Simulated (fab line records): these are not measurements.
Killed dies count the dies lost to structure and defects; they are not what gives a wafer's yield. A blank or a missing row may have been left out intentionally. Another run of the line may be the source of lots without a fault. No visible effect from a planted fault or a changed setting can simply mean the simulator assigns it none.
The tool behind it: which one? | flow gf180mcu | 21 wafers from 7 lots sampled at 2 of the route's 602 steps

## WHAT EACH GAUGE READ, for each wafer
GF_HV_LDD_TW_MEAS_11.
lot  | measured     | on            | HV_LDD_TW
L717 | day 11 03:47 | film_metro-04 | 2392 2385 2388
L719 | day 11 19:13 | film_metro-03 | 2379 2391 2385
L725 | day 13 09:11 | film_metro-01 | 2441 2453 2434
L730 | day 15 00:43 | film_metro-01 | 2444 2439 2441
L732 | day 15 12:59 | film_metro-03 | 2378 2382 2378
L735 | day 16 10:53 | film_metro-01 | 2441 2416 2432
L737 | day 17 05:09 | film_metro-01 | 2438 2440 2449

## TOOL THAT RAN EACH LOT (tool first, then ch and the chambers of the sampled wafers, then the start)
lot  | GF_HV_LDD_IMPLANT_09
L717 | implanter-02 ch 0, day 11 03:34
L719 | implanter-04 ch 0, day 11 18:58
L725 | implanter-01 ch 0, day 13 08:56
L730 | implanter-02 ch 0, day 15 00:31
L732 | implanter-02 ch 0, day 15 12:44
L735 | implanter-01 ch 0, day 16 10:40
L737 | implanter-01 ch 0, day 17 04:55
- GF_HV_LDD_IMPLANT_09

## THE ANSWER, worked out from the rows above alone
Rule: what is usual is taken from the lots themselves. The widest of any qualifying gaps counts: lots, ordered by their means at a reading, are off when they make up no more than a third of the lots, leave a main group of 4 or more, and stand apart from it by 3 or more times the standard deviation of that group's means. A main group is skipped when, at the precision printed for the reading in the tables above, its means are all equal. A lot without any number at a reading at which 4 lots or more have one is off too. All remaining lots with rows at the step are treated as sound.
Across all readings shown, no lot is off: no conclusion can be drawn from this.

## WHAT THE SIMULATOR HAD INSERTED
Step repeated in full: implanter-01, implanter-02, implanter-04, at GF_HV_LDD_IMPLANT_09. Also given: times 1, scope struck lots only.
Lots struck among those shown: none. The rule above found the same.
